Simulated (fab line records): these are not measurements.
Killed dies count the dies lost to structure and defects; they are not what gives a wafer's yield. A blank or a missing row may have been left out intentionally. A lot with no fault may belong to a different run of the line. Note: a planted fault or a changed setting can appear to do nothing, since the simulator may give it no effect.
Split-lot experiment	flow gf180mcu	on a route of 602 steps: 5 lots, 23 wafers read

SPLIT DETAILS
At GF_MIM_SPUTTER_08 (material AlCu, target thk 200 nm, time 10.6 s), the setting power w was moved away from the recipe's 10600 W on 4 of the 23 wafers read, by -10.2% to +4.2%. The other wafers ran this setting at the recipe's value.

FROM THE SPLIT TO THE READING: what the file shows between them, 7 steps
- GF_MIM_SPUTTER_09: material TiN, target thk 35 nm, time 29.2 s
- GF_MIM_RS_MEAS_10: measures by four-point-probe
- GF_MIM_THK_MEAS_11: measures by xrf
- GF_MIM_SOFTBAKE_15: time 60 s (also split here: time s)
- GF_MIM_EXPOSE_16: exposes mask FuseTop, target cd 2000 nm
- GF_MIM_PEB_17
- GF_MIM_DEVELOP_18: develop time 60 s

THE READING
oes product au, in a.u., at GF_MIM_METAL_ETCH_19 (etches the open film in Cl2/BCl3, stops on Si3N4, target depth 324.5 nm, time 54.1 s). Fault-free wafers of this fab line usually give 0.943 a.u., standard deviation 0.006 a.u.

wafer	tool, chamber at the split	power w as run, W	against the recipe	oes product au, a.u.	against lot-mates on the recipe
L076.1	pvd sputter-04, -	10600	recipe	0.945	-
L076.2	pvd sputter-04, -	10600	recipe	0.939	-
L076.3	pvd sputter-04, -	10600	recipe	0.944	-
L076.4	pvd sputter-04, -	9519	-10.2%	0.901	-0.042
L076.5	pvd sputter-04, -	9519	-10.2%	0.896	-0.047
L078.2	pvd sputter-04, -	10600	recipe	0.925	-
L078.3	pvd sputter-04, -	10600	recipe	0.930	-
L078.4	pvd sputter-04, -	10600	recipe	0.940	-
L078.5	pvd sputter-04, -	10600	recipe	0.933	-
L078.6	pvd sputter-04, -	10600	recipe	0.946	-
L079.1	pvd sputter-01, -	10600	recipe	0.936	-
L079.4	pvd sputter-01, -	10600	recipe	0.945	-
L079.5	pvd sputter-01, -	10600	recipe	0.947	-
L082.1	pvd sputter-04, -	10600	recipe	0.950	-
L082.2	pvd sputter-04, -	10600	recipe	0.939	-
L082.3	pvd sputter-04, -	10600	recipe	0.942	-
L082.5	pvd sputter-04, -	10600	recipe	0.935	-
L082.6	pvd sputter-04, -	10600	recipe	0.946	-
L084.1	pvd sputter-01, -	10600	recipe	0.944	-
L084.2	pvd sputter-01, -	11050	+4.2%	0.961	+0.015
L084.4	pvd sputter-01, -	10600	recipe	0.949	-
L084.5	pvd sputter-01, -	11050	+4.2%	0.953	+0.007
L084.6	pvd sputter-01, -	10600	recipe	0.944	-

THE FIT
A straight line over all 23 wafers: oes product au changes by +0.0041 a.u. for each +1% of power w; r = +0.91; the points scatter about the line by 0.0064 a.u.
The same after taking each lot's own level away (the mean of its wafers on the recipe; 23 wafers): +0.00405 a.u. for each +1%; r = +0.93; scatter 0.0055 a.u.
Per that fit: largest power w move, reading shift of 0.041 a.u.
Measured against the standard deviation above, the lots' own levels, which go from 0.9348 to 0.9457 a.u., span 1.8 times it.
The two slopes agree, so the slope changes little with the lot-to-lot level.
Check: for one of the wafers moved furthest among these (-10.2%), held out of the fit, the line's prediction against its lot-mates is -0.0423 a.u. It came out at -0.0417 a.u. against them.

FURTHER SPLITS ON THESE WAFERS
These wafers also went through other splits before the reading. Each is held against what the fit with the lots' levels taken away leaves over:
other split on the same wafers	wafers away from the commonest value	r with oes product au (lot level and that fit taken away)
GF_V4_CMP_04 leave above ref nm	5	-0.14
GF_V4_PEB_12 peb temp c	11	-0.32
GF_V4_CVD_23 pressure torr	18	+0.08
GF_MIM_SPUTTER_03 power w	4	-0.06
GF_MIM_SOFTBAKE_15 time s	7	+0.05

THE WHOLE CHAIN: every reading that the file lists as answering this split, in the file's order
step	what it does	reading	change (the file's fit)	r (the file's)
GF_MIM_SPUTTER_08	material AlCu, target thk 200 nm, time 10.6 s	AlCu_of_MIM_SPUTTER_08.thk nm (the simulator's own value, which no gauge read)	+2.02 nm for each +1% of the setting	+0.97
GF_MIM_RS_MEAS_10	measures by four-point-probe	MIM_ALCU_RS	-0.00187 for each +1% of the setting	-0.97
GF_MIM_THK_MEAS_11	measures by xrf	MIM_ALCU_THK	+1.98 for each +1% of the setting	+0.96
GF_MIM_METAL_ETCH_19	etches the open film in Cl2/BCl3, stops on Si3N4, target depth 324.5 nm, time 54.1 s	oes product au	+0.00407 a.u. for each +1% of the setting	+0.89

THE FILE'S OWN FIT
oes product au changes by +0.00407 a.u. for each +1% of power w, r = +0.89.
